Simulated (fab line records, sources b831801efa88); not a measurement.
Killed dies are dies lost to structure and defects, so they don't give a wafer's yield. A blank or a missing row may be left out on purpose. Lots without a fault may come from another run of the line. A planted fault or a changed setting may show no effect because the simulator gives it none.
Problem report in the 8D (eight disciplines) form, filled by code | flow gf180mcu | the parts of the form that need people (team, actions taken, sign-off) are left out

1. THE PROBLEM
chamber_o2_ppm at GF_SALICIDE_RTA_06 reads a mean of 301.998 on 6 wafers of 2 lots; wafers without a fault read 2.003 with a standard deviation of 0.02. That is +99 or more standard deviations from the usual mean.
The step: time 30 s.
First seen on wafer L720.2, day 20 18:08, on rtp_anneal-01. The record holds 42 wafers of 14 lots with a number at this step. Rule for "out", or "out of limits": more than 4 standard deviations from the usual mean. The other wafers with a number count as sound.

2. WHAT IT IS AND WHAT IT IS NOT
question                    | is                     | is not
which readings at this step | chamber_o2_ppm         | lamp_power_pct, wafer_temp_C_max
which lots                  | L720, L722             | L705, L706, L707, L709, L710, L711, L713, L714, L715, L726, L727, L728
which wafers of those lots  | all that have a number | -
read on which tools         | rtp_anneal-01          | rtp_anneal-02
when                        | from day 20 18:08      | up to then (27 sound wafers); but 9 sound wafers of L726, L727, L728 came after

3. SUSPECTS, AND WHAT RULES EACH OUT
Counting: a tool at a process step up to the reading stays a suspect if it ran every lot that is out and no sound lot after the first of them.
- rtp_anneal-02 at GF_HV_LDD_RTA_52 (time 10 s): ruled out as a lasting fault. Sound lots L726, L727 ran on it after its first lot that is out, L720 (day 17 13:54).
- rtp_anneal-01 at GF_SALICIDE_RTA_06 (time 30 s): kept. It ran every lot that is out, first L720 (day 20 18:08), and no sound lot after that; its last sound lot up to then is L715 (day 18 19:56). Its own readings are out on those wafers: chamber_o2_ppm.
Left after counting: rtp_anneal-01 at GF_SALICIDE_RTA_06.

4. THE CAUSE (what the simulator had put in)
Process parameter drift: rtp_anneal-01, from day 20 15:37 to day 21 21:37, at GF_SALICIDE_RTA_06. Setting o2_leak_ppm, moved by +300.
Counting left only this tool.

5. THE CHAIN OF EFFECTS, in route order
Each row: a reading whose mean over the struck wafers that have a number lies more than 3 standard deviations from the usual. Only readings for which the record gives a usual standard deviation are gone through. hours: the time from each lot's start at the first step in this table that gives one to its start at this step, as a median over the lots. sigmas: the change in usual standard deviations.
hours | step               | reading        | usual | on struck wafers | change   | sigmas
0     | GF_SALICIDE_RTA_06 | chamber_o2_ppm | 2.003 | 301.998          | +299.995 | +99 or more
The process steps in it:
- GF_SALICIDE_RTA_06: time 30 s.

6. WHAT WOULD HAVE CAUGHT IT SOONER
In this record the first reading out of limits was taken at day 20 18:08, 3 hours after the fault began at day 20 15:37.
